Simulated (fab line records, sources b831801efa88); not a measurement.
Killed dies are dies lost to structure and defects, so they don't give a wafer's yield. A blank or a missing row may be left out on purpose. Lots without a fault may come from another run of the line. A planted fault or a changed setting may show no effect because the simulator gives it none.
Chamber matching | flow sky130 | SKY_CAP2M_CVD_00 on pecvd-04: 3 sister chambers
The step deposits SiO2, target thk 15.5 nm. 3 wafers are shown with their chamber, then 7 later ones without.

WAFERS WITH THEIR CHAMBER
wafer  | chamber | heater_power_w (W)
L087.5 | 0       | 556
L088.1 | 1       | 631
L088.2 | 2       | 678

WAFERS WITHOUT THEIR CHAMBER
wafer  | heater_power_w (W)
L088.4 | 675
L090.1 | 674
L090.4 | 817
L090.6 | 684
L091.1 | 791
L091.2 | 571
L091.3 | 661

WHICH CHAMBER EACH WENT THROUGH
wafer  | from the rows above          | in truth
L088.4 | can't be placed: 2 or 1 or 0 | 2
L090.1 | can't be placed: 2 or 1 or 0 | 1
L090.4 | can't be placed: 2 or 1 or 0 | 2
L090.6 | can't be placed: 2 or 1 or 0 | 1
L091.1 | can't be placed: 2 or 1 or 0 | 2
L091.2 | can't be placed: 0 or 1 or 2 | 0
L091.3 | can't be placed: 2 or 1 or 0 | 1
Placed correctly: 0 of 7. Can't be placed from these rows: 7 (the true chamber is among the candidates in 7). Placed wrongly: 0.
How it was worked out, from the rows above alone: a wafer's distance from a chamber is the root of the sum, over the readings, of the square of ((its reading less the chamber's mean) divided by the reading's scatter). The wafer belongs to the nearest chamber; if the next one is less than 2 further off, it can't be placed. A chamber's mean is the mean of its shown wafers. The scatter: with one shown wafer a chamber, the root of the mean of the squares of how far each hidden wafer lies from its nearest shown one.
